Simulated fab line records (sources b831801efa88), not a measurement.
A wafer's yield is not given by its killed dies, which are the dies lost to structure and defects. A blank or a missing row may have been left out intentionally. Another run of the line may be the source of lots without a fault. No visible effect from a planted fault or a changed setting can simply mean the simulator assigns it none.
Which tool was responsible? :: flow sky130 :: 45 wafers from 15 lots sampled at 4 of the route's 708 steps

WHAT THE GAUGES SHOWED, per wafer
SKY_POLY_CUT_CD_MEAS_08: target cd 270 nm.
lot: L476
measured: day 24 13:03
on: cd_sem-01
cd_nm (nm): 270.7 273.6 272.8

lot: L478
measured: day 25 08:24
on: cd_sem-01
cd_nm (nm): 269.0 271.2 271.5

lot: L479
measured: day 25 21:52
on: cd_sem-01
cd_nm (nm): 272.3 272.6 272.6

lot: L481
measured: day 26 02:34
on: cd_sem-01
cd_nm (nm): 270.2 269.1 270.1

lot: L480
measured: day 26 06:13
on: cd_sem-02
cd_nm (nm): 268.8 270.0 268.6

lot: L483
measured: day 27 06:22
on: cd_sem-02
cd_nm (nm): 270.3 270.7 268.4

lot: L484
measured: day 27 18:33
on: cd_sem-01
cd_nm (nm): 270.8 269.0 268.8

lot: L485
measured: day 28 01:17
on: cd_sem-02
cd_nm (nm): 272.5 272.1 272.4

lot: L486
measured: day 28 10:01
on: cd_sem-02
cd_nm (nm): 270.2 269.5 270.9

lot: L488
measured: day 29 19:20
on: cd_sem-02
cd_nm (nm): 269.7 268.1 268.5

lot: L493
measured: day 30 04:44
on: cd_sem-02
cd_nm (nm): 269.0 271.1 268.2

lot: L495
measured: day 31 01:54
on: cd_sem-02
cd_nm (nm): 269.7 270.0 269.9

lot: L496
measured: day 31 04:50
on: cd_sem-02
cd_nm (nm): 267.4 269.2 269.0

lot: L497
measured: day 31 16:56
on: cd_sem-01
cd_nm (nm): 268.3 268.0 268.6

lot: L498
measured: day 31 23:35
on: cd_sem-02
cd_nm (nm): 271.1 269.6 271.8

SKY_SD_N_RS_MEAS_16: measures by four-point-probe.
lot: L476
measured: day 28 04:35
on: film_metro-03
SD_N_RS (ohm/sq): 68.38 68.21 68.27

lot: L478
measured: day 28 22:02
on: film_metro-03
SD_N_RS (ohm/sq): 68.33 68.39 68.37

lot: L479
measured: day 29 12:34
on: film_metro-02
SD_N_RS (ohm/sq): 68.60 68.65 68.57

lot: L481
measured: day 29 17:58
on: film_metro-02
SD_N_RS (ohm/sq): 68.58 68.55 68.59

lot: L480
measured: day 29 20:48
on: film_metro-03
SD_N_RS (ohm/sq): 68.39 68.35 68.42

lot: L483
measured: day 30 20:01
on: film_metro-04
SD_N_RS (ohm/sq): 68.31 68.26 68.46

lot: L484
measured: day 31 07:38
on: film_metro-03
SD_N_RS (ohm/sq): 68.41 68.44 68.38

lot: L485
measured: day 31 14:26
on: film_metro-04
SD_N_RS (ohm/sq): 68.53 68.37 68.43

lot: L486
measured: day 32 00:22
on: film_metro-03
SD_N_RS (ohm/sq): 68.37 68.38 68.34

lot: L488
measured: day 33 07:38
on: film_metro-03
SD_N_RS (ohm/sq): 68.51 68.47 68.44

lot: L493
measured: day 33 15:28
on: film_metro-02
SD_N_RS (ohm/sq): 68.82 68.75 68.70

lot: L495
measured: day 34 12:35
on: film_metro-03
SD_N_RS (ohm/sq): 68.72 68.53 68.38

lot: L496
measured: day 34 15:25
on: film_metro-04
SD_N_RS (ohm/sq): 68.45 68.47 68.52

lot: L497
measured: day 35 01:44
on: film_metro-04
SD_N_RS (ohm/sq): 68.40 68.44 68.37

lot: L498
measured: day 35 08:14
on: film_metro-03
SD_N_RS (ohm/sq): 68.46 68.52 68.26

TOOL THAT RAN EACH LOT (tool first, then ch and the chambers of the sampled wafers, then the start)
lot: L476
SKY_SD_P_PEB_05: litho_track-03 ch 0, day 25 18:21
SKY_SD_N_RTA_14: rtp_anneal-02 ch 0, day 28 04:24

lot: L478
SKY_SD_P_PEB_05: litho_track-03 ch 0, day 26 12:33
SKY_SD_N_RTA_14: rtp_anneal-02 ch 0, day 28 21:51

lot: L479
SKY_SD_P_PEB_05: litho_track-01 ch 0, day 27 01:46
SKY_SD_N_RTA_14: rtp_anneal-01 ch 0, day 29 12:23

lot: L481
SKY_SD_P_PEB_05: litho_track-01 ch 0, day 27 07:34
SKY_SD_N_RTA_14: rtp_anneal-02 ch 0, day 29 17:46

lot: L480
SKY_SD_P_PEB_05: litho_track-01 ch 0, day 27 10:55
SKY_SD_N_RTA_14: rtp_anneal-01 ch 0, day 29 20:37

lot: L483
SKY_SD_P_PEB_05: litho_track-03 ch 0, day 28 10:40
SKY_SD_N_RTA_14: rtp_anneal-01 ch 0, day 30 19:47

lot: L484
SKY_SD_P_PEB_05: litho_track-03, day 28 22:06
SKY_SD_N_RTA_14: rtp_anneal-02 ch 0, day 31 07:28

lot: L485
SKY_SD_P_PEB_05: litho_track-02, day 29 05:36
SKY_SD_N_RTA_14: rtp_anneal-01 ch 0, day 31 14:14

lot: L486
SKY_SD_P_PEB_05: litho_track-03, day 29 14:19
SKY_SD_N_RTA_14: rtp_anneal-02 ch 0, day 32 00:08

lot: L488
SKY_SD_P_PEB_05: litho_track-01 ch 0, day 30 22:26
SKY_SD_N_RTA_14: rtp_anneal-01 ch 0, day 33 07:27

lot: L493
SKY_SD_P_PEB_05: litho_track-01 ch 0, day 31 08:14
SKY_SD_N_RTA_14: rtp_anneal-01 ch 0, day 33 15:16

lot: L495
SKY_SD_P_PEB_05: litho_track-02 ch 0, day 32 05:18
SKY_SD_N_RTA_14: rtp_anneal-01 ch 0, day 34 12:24

lot: L496
SKY_SD_P_PEB_05: litho_track-02 ch 0, day 32 07:57
SKY_SD_N_RTA_14: rtp_anneal-02 ch 0, day 34 15:13

lot: L497
SKY_SD_P_PEB_05: litho_track-03 ch 0, day 32 19:36
SKY_SD_N_RTA_14: rtp_anneal-01 ch 0, day 35 01:33

lot: L498
SKY_SD_P_PEB_05: litho_track-03 ch 0, day 33 02:06
SKY_SD_N_RTA_14: rtp_anneal-02 ch 0, day 35 08:03
- SKY_SD_P_PEB_05
- SKY_SD_N_RTA_14: time 2 s.

AS READ BY THE TOOLS THEMSELVES (means over the sampled wafers that have a number; for cases with no such wafer, the mark the record gives instead)
SKY_SD_P_PEB_05.
lot: L476
tool: litho_track-03
exhaust_pa (Pa): 44.7

lot: L478
tool: litho_track-03
exhaust_pa (Pa): 45.0

lot: L479
tool: litho_track-01
exhaust_pa (Pa): 46.1

lot: L481
tool: litho_track-01
exhaust_pa (Pa): 43.8

lot: L480
tool: litho_track-01
exhaust_pa (Pa): 44.7

lot: L483
tool: litho_track-03
exhaust_pa (Pa): 43.8

lot: L484
tool: litho_track-03
exhaust_pa (Pa): -

lot: L485
tool: litho_track-02
exhaust_pa (Pa): -

lot: L486
tool: litho_track-03
exhaust_pa (Pa): -

lot: L488
tool: litho_track-01
exhaust_pa (Pa): 46.7

lot: L493
tool: litho_track-01
exhaust_pa (Pa): 46.2

lot: L495
tool: litho_track-02
exhaust_pa (Pa): 45.6

lot: L496
tool: litho_track-02
exhaust_pa (Pa): 46.8

lot: L497
tool: litho_track-03
exhaust_pa (Pa): 44.5

lot: L498
tool: litho_track-03
exhaust_pa (Pa): 45.0

SKY_SD_N_RTA_14.
lot: L476
tool: rtp_anneal-02
chamber_o2_ppm: 2.009
lamp_power_pct (%): 15.77
ramp_down_c_per_s: 89.992
wafer_temp_C_max: 1078.3

lot: L478
tool: rtp_anneal-02
chamber_o2_ppm: 2.012
lamp_power_pct (%): 15.73
ramp_down_c_per_s: 90.013
wafer_temp_C_max: 1077.5

lot: L479
tool: rtp_anneal-01
chamber_o2_ppm: 1.986
lamp_power_pct (%): 15.72
ramp_down_c_per_s: 89.998
wafer_temp_C_max: 1079.9

lot: L481
tool: rtp_anneal-02
chamber_o2_ppm: 2.012
lamp_power_pct (%): 15.74
ramp_down_c_per_s: 90.007
wafer_temp_C_max: 1077.8

lot: L480
tool: rtp_anneal-01
chamber_o2_ppm: 2.013
lamp_power_pct (%): 15.77
ramp_down_c_per_s: 89.996
wafer_temp_C_max: 1077.3

lot: L483
tool: rtp_anneal-01
chamber_o2_ppm: 1.992
lamp_power_pct (%): 15.73
ramp_down_c_per_s: 89.993
wafer_temp_C_max: 1078.8

lot: L484
tool: rtp_anneal-02
chamber_o2_ppm: 1.990
lamp_power_pct (%): 15.72
ramp_down_c_per_s: 90.004
wafer_temp_C_max: 1078.1

lot: L485
tool: rtp_anneal-01
chamber_o2_ppm: 2.001
lamp_power_pct (%): 15.70
ramp_down_c_per_s: 90.021
wafer_temp_C_max: 1076.7

lot: L486
tool: rtp_anneal-02
chamber_o2_ppm: 1.981
lamp_power_pct (%): 15.72
ramp_down_c_per_s: 89.988
wafer_temp_C_max: 1079.2

lot: L488
tool: rtp_anneal-01
chamber_o2_ppm: 1.991
lamp_power_pct (%): 15.71
ramp_down_c_per_s: 90.014
wafer_temp_C_max: 1079.0

lot: L493
tool: rtp_anneal-01
chamber_o2_ppm: 1.996
lamp_power_pct (%): 15.80
ramp_down_c_per_s: 89.991
wafer_temp_C_max: 1077.2

lot: L495
tool: rtp_anneal-01
chamber_o2_ppm: 1.992
lamp_power_pct (%): 15.73
ramp_down_c_per_s: 89.998
wafer_temp_C_max: 1079.9

lot: L496
tool: rtp_anneal-02
chamber_o2_ppm: 2.017
lamp_power_pct (%): 15.76
ramp_down_c_per_s: 90.011
wafer_temp_C_max: 1077.6

lot: L497
tool: rtp_anneal-01
chamber_o2_ppm: 1.998
lamp_power_pct (%): 15.67
ramp_down_c_per_s: 89.996
wafer_temp_C_max: 1077.0

lot: L498
tool: rtp_anneal-02
chamber_o2_ppm: 2.018
lamp_power_pct (%): 15.72
ramp_down_c_per_s: 90.007
wafer_temp_C_max: 1077.8

THE ANSWER, worked out from the rows above alone
Rule: the lots themselves supply what counts as usual. Put in order of their means at a reading, lots are off if they are a third of the lots or fewer, leave a main group of 4 or more, and stand apart from it by a gap of 3 or more times the standard deviation of the main group's means; of several such gaps the widest counts. A main group is skipped when, at the precision printed for the reading in the tables above, its means are all equal. Also off: a lot with no number at a reading for which 4 or more lots have one. The other lots that the step has rows for count as sound. The gauges are gone through in route order, then the tools' own readings, and for those a lot's mean is taken as printed above. At the first step where some lot is off, the reading lying furthest off is the one used; lots without a number count as furthest.
Off, at SKY_SD_P_PEB_05 on exhaust_pa: L484, L485, L486. Without a number there: L484, L485, L486. Main group: mean 45.2 Pa, sd 0.99.
If a tool, at that step or one of the process steps before it, ran each lot that is off and ran no sound lot following the first of them, it fits. Of those tried, none fits.

WHAT THE SIMULATOR PUT IN
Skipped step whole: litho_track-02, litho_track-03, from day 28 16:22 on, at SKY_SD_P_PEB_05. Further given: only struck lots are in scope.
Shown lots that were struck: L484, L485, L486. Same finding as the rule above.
